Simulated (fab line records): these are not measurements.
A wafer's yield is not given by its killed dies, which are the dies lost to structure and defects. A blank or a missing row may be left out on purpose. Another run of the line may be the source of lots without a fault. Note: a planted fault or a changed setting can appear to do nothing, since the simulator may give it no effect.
The same fault as seen by 2 desks	flow gf180mcu	numbers are kept per desk, each desk with only its own; the story behind them comes last

FROM THE METROLOGY DESK
What the gauges read, lot by lot, whatever tool the lot ran on: means of the sampled wafers that have a number. Any lot whose mean is over 4 standard deviations away from the usual mean is out of limits and marked OUT; that distance is given in the brackets.
Columns: A = V2_BOW at GF_V2_BOW_MEAS_05, usual 101 um; B = PASSIVATION_CVD_00_THK at GF_PASSIVATION_THK_MEAS_01, usual 1003 nm
lot	first seen here	A	B
L651	day 19 04:58	86	983
L653	day 20 04:21	103	994
L655	day 21 04:22	116	1006
L658	day 22 04:41	104	1012
L662	day 23 12:20	100	1410 (+29) OUT
L665	day 24 12:04	104	1602 (+43) OUT
L667	day 25 08:51	90	1598 (+43) OUT
L668	day 25 18:36	103	1001
L670	day 26 11:57	103	992
L671	day 26 12:46	94	995
L672	day 26 21:47	93	1011
L674	day 27 13:28	103	1001
This desk's finding: out of limits on L662, L665, L667; first on L662, day 31 14:53 (PASSIVATION_CVD_00_THK at GF_PASSIVATION_THK_MEAS_01). In limits: L651, L653, L655, L658, L668, L670, L671, L672, L674.

TOOL OWNER'S DESK, pecvd-02
The tool's own readings at GF_PASSIVATION_CVD_00 (deposits SiO2 from TEOS, target thk 1000 nm, time 111.95 s): means of the sampled wafers that have a number, for each lot that ran on this tool. Any lot whose mean is over 4 standard deviations away from the usual mean is out of limits and marked OUT; that distance is given in the brackets.
Columns: A = heaterPowerOuterW at GF_PASSIVATION_CVD_00, usual 402 W; B = heaterPowerW at GF_PASSIVATION_CVD_00, usual 705 W
lot	first seen here	A	B
L653	day 29 00:13	422	743
L655	day 29 19:29	442	817
L658	day 30 13:57	490	865
L662	day 31 14:48	430	812
L665	day 32 08:54	430	788
L667	day 33 02:05	352	700
This desk found nothing out of limits on any of the 6 lots.

ALL TOGETHER
The metrology desk could have raised an alarm at day 31 14:53, on L662, L665, L667.
The tool owner's desk saw nothing out of limits.
On record at the tool owner's desk: L662, L665, L667, within its limits.
The lots listed all ran GF_PASSIVATION_CVD_00 on pecvd-02.

WHAT HAD BEEN PUT IN BY THE SIMULATOR
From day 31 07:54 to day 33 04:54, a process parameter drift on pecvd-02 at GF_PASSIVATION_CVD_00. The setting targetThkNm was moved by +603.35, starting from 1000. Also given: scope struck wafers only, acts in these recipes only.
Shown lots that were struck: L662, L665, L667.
Delay in hours, fault start to first out-of-limits reading, per desk: metrology desk 7.
